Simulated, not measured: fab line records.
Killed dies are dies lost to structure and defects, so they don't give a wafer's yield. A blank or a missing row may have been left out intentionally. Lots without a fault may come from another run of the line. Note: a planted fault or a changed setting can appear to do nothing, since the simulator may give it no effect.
A struck lot beside a sound one -- flow gf180mcu -- 44 out of 602 route steps
Sound: the wafers L438.2, L438.4, L438.5. Wafers struck: L451.1, L451.5, L451.6. The cause comes at the end.
Per side, at each step with rows, come the tool, then ch with its chambers, and then its first start. Under that, the readings that differ: sound wafers -- struck wafers -- difference of the means -- sigmas: that difference in standard deviations of wafers without a fault.
alike: readings with means less than 2 such deviations apart, plus words and numbers identical on both sides. not compared: withheld readings, readings lacking a value on some wafer, bounds such as >300 that could conceal the same value, and numbers that have no deviation in the record and whose values overlap.
Wherever a step has rows on one side only, a row that says differs or no value, or a row with sigmas, the two part there. Numbers that don't overlap but have no deviation are shown without sigmas and don't part them. A reading missing from all wafers of one side parts the sides only when that side holds two or more wafers.

first, 7 steps without rows for these wafers: GF_DUAL_GATE_DEHYDRATE_04 (time 60 s); GF_DUAL_GATE_HMDS_05 (prime time 60 s); GF_DUAL_GATE_COAT_06 (resist thk 1000 nm); GF_DUAL_GATE_SOFTBAKE_07 (time 60 s); GF_DUAL_GATE_EXPOSE_08 (exposes mask Dualgate, target cd 700 nm); GF_DUAL_GATE_PEB_09; GF_DUAL_GATE_DEVELOP_10 (develop time 60 s).
GF_DUAL_GATE_OVL_MEAS_11:
  sound on overlay-02, day 8 19:38; struck on overlay-02, day 12 18:21
  alike: DUAL_GATE_OVL
then, 1 step without rows for these wafers: GF_DUAL_GATE_WET_ETCH_12 (etches SiO2 in dHF, target depth 13 nm, time 260 s).
GF_DUAL_GATE_STRIP_13: strips in O2/N2.
  sound on plasma asher-04 ch 0,1, day 8 19:50; struck on plasma asher-02 ch 0,1, day 12 18:28
  alike: drypump motor current A, heater power w, oes product au, strip time to endpoint s
  not compared: rf hours counter h
then, 2 steps without rows for these wafers: GF_DUAL_GATE_CLEAN_14 (cleans in SC1/SC2, time 150 s); GF_DUAL_GATE_OXIDATION_15 (stabilise 600 s, purge 300 s, target thk 7.098 nm).
GF_POLY_GATE_CVD_00: deposits poly-Si, target thk 200 nm, time 1200 s.
  sound on lpcvd-02 ch 0, day 8 22:26; struck on lpcvd-02 ch 1, day 12 22:21
reading,sound,struck,difference,sigmas
pressure mtorr (mTorr),200.0 200.0 200.5,240.1 239.5 240.1,+39.7,+99 or more
model.poly-Si_of_POLY_GATE_CVD_00.thk nm (nm),201.1 202.5 199.9,220.2 219.3 219.2,+18.4,
GF_POLY_GATE_THK_MEAS_01:
  sound on film metro-02, day 8 23:47; struck on film metro-02, day 12 23:41
reading,sound,struck,difference,sigmas
POLY_GATE_CVD_00_THK (nm),201.2 202.5 199.7,220.1 219.2 219.3,+18.4,+10
then, 8 steps without rows for these wafers: GF_POLY_GATE_DEHYDRATE_02 (time 60 s); GF_POLY_GATE_HMDS_03 (prime time 60 s); GF_POLY_GATE_COAT_04; GF_POLY_GATE_COAT_05 (resist thk 700 nm); GF_POLY_GATE_SOFTBAKE_06 (time 60 s); GF_POLY_GATE_EXPOSE_07 (exposes mask Poly2, target cd 280 nm); GF_POLY_GATE_PEB_08 (peb time 90 s); GF_POLY_GATE_DEVELOP_09 (develop time 60 s).
GF_POLY_GATE_CD_MEAS_10 targets a cd of 280 nm.
  sound on cd sem-02, day 9 16:28; struck on cd sem-01, day 13 19:51
  alike: cd nm
GF_POLY_GATE_OVL_MEAS_11:
  sound on overlay-02, day 9 16:35; struck on overlay-02, day 13 19:58
  alike: POLY_GATE_OVL
GF_POLY_GATE_ETCH_12: etches BARC in N2/H2.
  sound on rie diel-03 ch 1,2, day 9 16:37; struck on rie diel-04 ch 0,1,2, day 13 20:01
  alike: bias w, drypump motor current A, h2 flow sccm, oes product au, throttle valve pct
GF_POLY_GATE_ETCH_13: etches poly-Si in HBr/Cl2, stops on SiO2, target depth 198.5 nm, time 69.6 s.
  sound on rie si-01 ch 0,1, day 9 16:40; struck on rie si-01 ch 0,2,3, day 13 20:04
reading,sound,struck,difference,sigmas
oes product au (a.u.),0.990 0.996 0.993,1.011 1.015 1.000,+0.016,+2
  alike: bias w, drypump motor current A, throttle valve pct
  not compared: rf hours counter h
GF_POLY_GATE_STRIP_14: strips in O2/N2.
  sound on plasma asher-01 ch 0,1, day 9 16:43; struck on plasma asher-01 ch 0,1, day 13 20:07
  alike: drypump motor current A, heater power w, oes product au
  not compared: rf hours counter h
then, 2 steps without rows for these wafers: GF_POLY_GATE_CLEAN_15 (cleans in SC1/SC2, time 150 s); GF_POLY_GATE_OXIDATION_16 (stabilise 600 s, purge 300 s, target thk 4 nm).
GF_POLY_GATE_THK_MEAS_17:
  sound on film metro-02, day 9 18:08; struck on film metro-04, day 13 21:31
  alike: POLY_GATE_OXIDATION_THK
GF_POLY_GATE_CD_MEAS_18:
  sound on cd sem-01, day 9 18:12; struck on cd sem-02, day 13 21:35
  alike: cd nm
then, 7 steps without rows for these wafers: GF_HV_LDD_DEHYDRATE_00 (time 60 s); GF_HV_LDD_HMDS_01 (prime time 60 s); GF_HV_LDD_COAT_02 (resist thk 1000 nm); GF_HV_LDD_SOFTBAKE_03 (time 60 s); GF_HV_LDD_EXPOSE_04 (exposes mask Nplus LV AREA, target cd 400 nm); GF_HV_LDD_PEB_05; GF_HV_LDD_DEVELOP_06 (develop time 60 s).
GF_HV_LDD_CD_MEAS_07 targets a cd of 400 nm.
  sound on cd sem-02, day 10 12:07; struck on cd sem-02, day 14 19:28
  alike: cd nm
GF_HV_LDD_OVL_MEAS_08:
  sound on overlay-02, day 10 12:14; struck on overlay-02, day 14 19:35
  alike: HV_LDD_OVL
then, 1 step without rows for these wafers: GF_HV_LDD_IMPLANT_09.
GF_HV_LDD_STRIP_10: strips in O2/N2.
  sound on plasma asher-04 ch 0, day 10 12:25; struck on plasma asher-03 ch 0,1, day 14 19:46
  alike: drypump motor current A, heater power w, oes product au, strip time to endpoint s
  not compared: rf hours counter h
-- the record jumps here: 6 days lie between the struck wafers' starts before and after (it left off in module HV_LDD and takes up again in module SALICIDE, whose first step shown is number 278 of the route) --
GF_SALICIDE_CLEAN_00: cleans in SC1/SC2, time 150 s.
  sound on wet bench-04 ch 3, day 15 20:31; struck on wet bench-01 ch 1, day 20 19:27
reading,sound,struck,difference,sigmas
model.poly-Si_of_POLY_GATE_CVD_00.thk nm (nm),199.8 201.2 198.6,218.9 218 218,+18.4,
GF_PASSIVATION_PROBE_99:
  the record has rows for the sound wafers here (prober-02, day 29 14:59) and none for the struck ones

WHERE THEY PART
Last at GF_PASSIVATION_PROBE_99 as far as this record goes, first at GF_POLY_GATE_CVD_00.

WHY: what the simulator had put in
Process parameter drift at GF_POLY_GATE_CVD_00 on lpcvd-02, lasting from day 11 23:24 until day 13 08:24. Setting pressure mtorr, moved by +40, from 200. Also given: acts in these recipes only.
